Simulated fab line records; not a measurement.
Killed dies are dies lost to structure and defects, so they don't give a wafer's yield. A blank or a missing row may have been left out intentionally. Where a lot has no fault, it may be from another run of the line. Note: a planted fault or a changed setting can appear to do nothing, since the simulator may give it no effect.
2 desks, one fault || flow sfq_line || every desk sees just its own numbers, and what lay behind them comes last

## AT THE TOOL OWNER'S DESK: rie_metal-04
The tool's own readings at SFQ_TRILAYER_M6_BARC_OPEN_METAL_ETCH_206 (etches BARC in O2, target depth 125 nm, time 41.7 s): means of the sampled wafers that have a number, for each lot that ran on this tool. The brackets show how far a lot's mean lies from the usual mean; more than 4 standard deviations puts the lot out of limits, marked OUT.
Columns: A = drypump_motor_current_A at SFQ_TRILAYER_M6_BARC_OPEN_METAL_ETCH_206, usual 5.9 A; B = oes_product_au at SFQ_TRILAYER_M6_BARC_OPEN_METAL_ETCH_206, usual 0.685 a.u.; C = run_length_s at SFQ_TRILAYER_M6_BARC_OPEN_METAL_ETCH_206, usual 70.3 s
{"lot": "L767", "first seen here": "day 66 09:35", "A": 5.6, "B": 0.687, "C": 69.8}
{"lot": "L774", "first seen here": "day 80 04:18", "A": 5.5, "B": "0.719 (+6.5) OUT", "C": 67.2}
{"lot": "L776", "first seen here": "day 80 20:43", "A": 5.8, "B": "0.743 (+11) OUT", "C": "65.9 (-4.6) OUT"}
This desk's finding: out of limits on L774, L776; first on L774, day 80 04:18 (oes_product_au at SFQ_TRILAYER_M6_BARC_OPEN_METAL_ETCH_206). L767 stayed within limits.

## METROLOGY DESK
What the gauges read, lot by lot, whatever tool the lot ran on: means of the sampled wafers that have a number. The brackets show how far a lot's mean lies from the usual mean; more than 4 standard deviations puts the lot out of limits, marked OUT.
Columns: A = M6_NB_RS at SFQ_M6_RS_MEAS_938, usual 0.888 ohm/sq; B = M6_OVL at SFQ_M6_OVL_MEAS_940, usual -2 nm
{"lot": "L767", "first seen here": "day 62 08:24", "A": 0.897, "B": 5}
{"lot": "L769", "first seen here": "day 72 18:28", "A": 0.907, "B": 9}
{"lot": "L774", "first seen here": "day 76 23:20", "A": 0.894, "B": -5}
{"lot": "L775", "first seen here": "day 77 04:08", "A": 0.883, "B": -1}
{"lot": "L776", "first seen here": "day 77 08:01", "A": 0.887, "B": -2}
{"lot": "L784", "first seen here": "day 78 07:31", "A": 0.876, "B": -1}
This desk found nothing out of limits on any of the 6 lots.

## ALL TOGETHER
The tool owner's desk had the chance to raise an alarm at day 80 04:18 on L774, L776.
The metrology desk saw nothing out of limits.
The metrology desk has L774, L776 on record, within its limits.
The lots listed all ran SFQ_TRILAYER_M6_BARC_OPEN_METAL_ETCH_206 on rie_metal-04.

## WHAT THE SIMULATOR HAD PUT IN
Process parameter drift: rie_metal-04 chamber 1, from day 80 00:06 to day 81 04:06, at SFQ_TRILAYER_M6_BARC_OPEN_METAL_ETCH_206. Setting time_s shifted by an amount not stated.
Struck lots among those shown: L774, L776.
Delay in hours, fault start to first out-of-limits reading, by desk: the tool owner's desk at 4.
